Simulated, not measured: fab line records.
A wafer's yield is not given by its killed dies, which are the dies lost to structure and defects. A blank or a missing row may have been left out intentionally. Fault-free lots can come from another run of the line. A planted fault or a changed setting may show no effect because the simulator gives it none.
The tool behind it: which one? | flow sky130 | 6 lots with 18 wafers sampled at 2 steps, on a route of 708 steps

## WHAT EACH GAUGE READ, for each wafer
SKY_NWELL_TW_MEAS_26.
lot  | measured    | on           | NWELL_2_TW
L584 | day 6 02:45 | filmMetro-03 | 500 502 499
L586 | day 6 14:26 | filmMetro-03 | 502 500 499
L588 | day 6 17:43 | filmMetro-04 | 501 502 497
L590 | day 7 04:28 | filmMetro-04 | 497 496 497
L594 | day 8 04:49 | filmMetro-03 | 486 487 486
L597 | day 8 19:29 | filmMetro-04 | 502 497 498

## TOOL THAT RAN EACH LOT (tool first, then ch and the chambers of the sampled wafers, then the start)
lot  | SKY_NWELL_IMPLANT_24
L584 | implanter-02 ch 0, day 6 02:31
L586 | implanter-02 ch 0, day 6 14:11
L588 | implanter-02 ch 0, day 6 17:28
L590 | implanter-02 ch 0, day 7 04:13
L594 | implanter-01 ch 0, day 8 04:34
L597 | implanter-03 ch 0, day 8 19:14
- SKY_NWELL_IMPLANT_24

## THE ANSWER, worked out from the rows above alone
Rule: usual is defined by the lots themselves. The widest of any qualifying gaps counts: lots, ordered by their means at a reading, are off when they make up no more than a third of the lots, leave a main group of 4 or more, and stand apart from it by 3 or more times the standard deviation of that group's means. The tables above print the reading to a certain number of digits; a main group whose means all agree to those digits is not used. Also off: a lot with no number at a reading for which 4 or more lots have one. Where the step has rows for the other lots, those lots are counted as sound.
Off: at SKY_NWELL_TW_MEAS_26 (NWELL_2_TW), L594. For the main group the mean is 499 and the standard deviation 1.4.
A tool fits if, at a process step before that reading, it ran every lot that is off, and no sound lot after the first of them. Gauges at SKY_NWELL_TW_MEAS_26: tried the same way as those tools. This does not decide it: 2 tools fit, namely implanter-01 at SKY_NWELL_IMPLANT_24 and filmMetro-03 at SKY_NWELL_TW_MEAS_26.

## WHAT THE SIMULATOR PUT IN
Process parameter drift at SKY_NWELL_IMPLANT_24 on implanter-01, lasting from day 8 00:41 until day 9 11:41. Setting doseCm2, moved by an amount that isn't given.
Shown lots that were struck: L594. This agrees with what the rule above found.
